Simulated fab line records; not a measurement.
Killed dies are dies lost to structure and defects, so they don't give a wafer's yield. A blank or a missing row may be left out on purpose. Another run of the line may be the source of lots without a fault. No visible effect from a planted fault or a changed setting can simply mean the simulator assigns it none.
Matching of chambers	flow gf180mcu	rieSi-01 running GF_POLY_GATE_ETCH_13: 4 sister chambers
The step etches poly-Si in HBr/Cl2, stops on SiO2, target depth 198.5 nm, time 69.6 s. 8 wafers are shown with their chamber, then 8 later ones without.

WAFERS WITH THEIR CHAMBER
wafer	chamber	oesProductAu (a.u.)	mfcCl2Sccm (sccm)
L819.1	2	0.995	50.28
L819.2	1	1.003	50.25
L820.2	3	0.997	50.14
L820.3	2	0.989	50.01
L820.5	1	1.002	50.06
L827.1	3	0.993	49.80
L827.5	0	0.967	50.02
L836.1	0	0.964	49.91

WAFERS WITHOUT THEIR CHAMBER
wafer	oesProductAu (a.u.)	mfcCl2Sccm (sccm)
L836.4	0.985	49.81
L836.6	0.972	50.00
L837.2	0.967	50.15
L837.3	0.992	49.94
L837.5	0.983	50.03
L838.1	0.963	49.97
L838.3	0.995	50.04
L838.6	0.984	49.87

WHICH CHAMBER EACH WENT THROUGH
wafer	from the rows above	in truth
L836.4	can't be placed: 2 or 3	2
L836.6	0	0
L837.2	0	0
L837.3	can't be placed: 3 or 2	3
L837.5	can't be placed: 2 or 3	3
L838.1	0	0
L838.3	can't be placed: 3 or 2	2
L838.6	can't be placed: 2 or 3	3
Correct placement for 3 of the 8. Unplaceable from these rows: 5, with the true chamber sitting among the candidates in 5. 0 placed wrongly.
How it was worked out, from the rows above alone: a wafer's distance from a chamber is the root of the sum, over the readings, of the square of ((its reading less the chamber's mean) divided by the reading's scatter). If the next closest chamber is less than 2 further off than the closest, the wafer can't be placed; otherwise it belongs to the closest. A chamber's mean is the mean of its shown wafers. How the scatter is found: for the shown wafers, subtract from each reading the mean of its chamber, square and add these, divide the total by (wafers less chambers), then take the root.
